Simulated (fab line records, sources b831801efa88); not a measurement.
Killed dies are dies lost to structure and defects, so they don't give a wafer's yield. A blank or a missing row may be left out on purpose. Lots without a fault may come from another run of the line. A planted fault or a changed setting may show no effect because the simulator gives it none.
One fault seen from 2 desks | flow sky130 | each desk has only its own numbers; what lay behind them comes last

THE TOOL OWNER'S DESK: pvd_sputter-02
The tool's own readings at SKY_METAL3_SPUTTER_04 (material TiN, target thk 70 nm, time 58.3 s): means of the sampled wafers that have a number, for each lot that ran on this tool. A lot is out of limits, marked OUT, if its mean lies more than 4 standard deviations from the usual mean; the brackets give that distance.
Columns: A = cathode_dc_power_W at SKY_METAL3_SPUTTER_04, usual 6500.1 W; B = chamber_pressure_pa at SKY_METAL3_SPUTTER_04, usual 0.3999 Pa; C = throttle_valve_pct at SKY_METAL3_SPUTTER_04, usual 29.7 %
lot  | first seen here | A                        | B      | C
L632 | day 40 00:18    | 6500.8                   | 0.4001 | 30.7
L634 | day 40 11:29    | 6673.2 (+99 or more) OUT | 0.3995 | 30.0
L635 | day 40 20:56    | 6673.1 (+99 or more) OUT | 0.3994 | 30.2
This desk's finding: out of limits on L634, L635; first on L634, day 40 11:29 (cathode_dc_power_W at SKY_METAL3_SPUTTER_04). In limits: L632.

THE METROLOGY DESK
What the gauges read, lot by lot, whatever tool the lot ran on: means of the sampled wafers that have a number. A lot is out of limits, marked OUT, if its mean lies more than 4 standard deviations from the usual mean; the brackets give that distance.
Columns: A = VIA2_W_RS at SKY_VIA2_RS_MEAS_22, usual 0.2712 ohm/sq; B = VIA2_W_THK at SKY_VIA2_THK_MEAS_23, usual 424 nm
lot  | first seen here | A      | B
L622 | day 37 01:04    | 0.2771 | 421
L632 | day 39 23:46    | 0.2727 | 422
L633 | day 40 06:19    | 0.2725 | 415
L634 | day 40 10:52    | 0.2689 | 420
L635 | day 40 20:22    | 0.2715 | 418
L645 | day 43 12:32    | 0.2707 | 441
This desk's finding: nothing out of limits on any of the 6 lots.

PUT TOGETHER
The tool owner's desk could have raised an alarm at day 40 11:29, on L634, L635.
The metrology desk saw nothing out of limits.
The metrology desk has L634, L635 on record, within its limits.
Of the lots named, all ran SKY_METAL3_SPUTTER_04 on pvd_sputter-02.

WHAT THE SIMULATOR HAD PUT IN
Process parameter drift: pvd_sputter-02, from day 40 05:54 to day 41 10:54, at SKY_METAL3_SPUTTER_04. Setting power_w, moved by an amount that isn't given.
Lots struck among those shown: L634, L635.
Hours from the fault's start to each desk's first reading out of limits: the tool owner's desk, 6.
